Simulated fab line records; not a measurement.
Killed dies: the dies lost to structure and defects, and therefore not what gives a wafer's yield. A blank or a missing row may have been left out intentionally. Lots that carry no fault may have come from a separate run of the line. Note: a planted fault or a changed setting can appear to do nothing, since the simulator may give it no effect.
Which tool is to blame? -- flow sky130 -- Sampling: 7 lots, 21 wafers, 2 of 708 route steps

== WHAT THE GAUGES READ, wafer by wafer ==
SKY_LI_CONTACT_RS_MEAS_22: measures by four-point-probe.
lot,measured,on,LI_CONTACT_W_RS (ohm/sq)
L894,day 29 23:17,film_metro-02,0.2829 0.2861 0.2874
L898,day 31 14:02,film_metro-04,0.2863 0.2865 0.2874
L900,day 31 22:24,film_metro-02,0.2873 0.2855 0.2858
L904,day 33 07:12,film_metro-03,0.2864 0.2834 0.2848
L906,day 33 16:58,film_metro-03,0.2833 0.2842 0.2830
L909,day 34 20:06,film_metro-03,0.2869 0.2847 0.2867
L915,day 36 14:26,film_metro-02,0.2880 0.2850 0.2899

== TOOL THAT RAN EACH LOT (tool first, then ch and the chambers of the sampled wafers, then the start) ==
lot,SKY_LI_CONTACT_CVD_21
L894,"cvd_w-01 ch 0,1, day 29 23:10"
L898,"cvd_w-02 ch 0,1, day 31 13:54"
L900,"cvd_w-01 ch 0,1, day 31 22:16"
L904,"cvd_w-01 ch 0,1, day 33 07:04"
L906,"cvd_w-02 ch 0,1, day 33 16:50"
L909,"cvd_w-02 ch 0,1, day 34 19:58"
L915,"cvd_w-01 ch 0,1, day 36 14:18"
- SKY_LI_CONTACT_CVD_21: deposits W, target thk 400 nm, time 120.56 s.

== THE ANSWER, worked out from the rows above alone ==
Rule: the lots themselves supply what counts as usual. The widest of any qualifying gaps counts: lots, ordered by their means at a reading, are off when they make up no more than a third of the lots, leave a main group of 4 or more, and stand apart from it by 3 or more times the standard deviation of that group's means. A main group whose means are all the same, to the digits that the tables above print for the reading, isn't used. A lot without any number at a reading at which 4 lots or more have one is off too. Any other lot the step has rows for is counted as sound.
Nothing can be told from this: no lot is off at any reading shown.

== WHAT WAS PUT IN BY THE SIMULATOR ==
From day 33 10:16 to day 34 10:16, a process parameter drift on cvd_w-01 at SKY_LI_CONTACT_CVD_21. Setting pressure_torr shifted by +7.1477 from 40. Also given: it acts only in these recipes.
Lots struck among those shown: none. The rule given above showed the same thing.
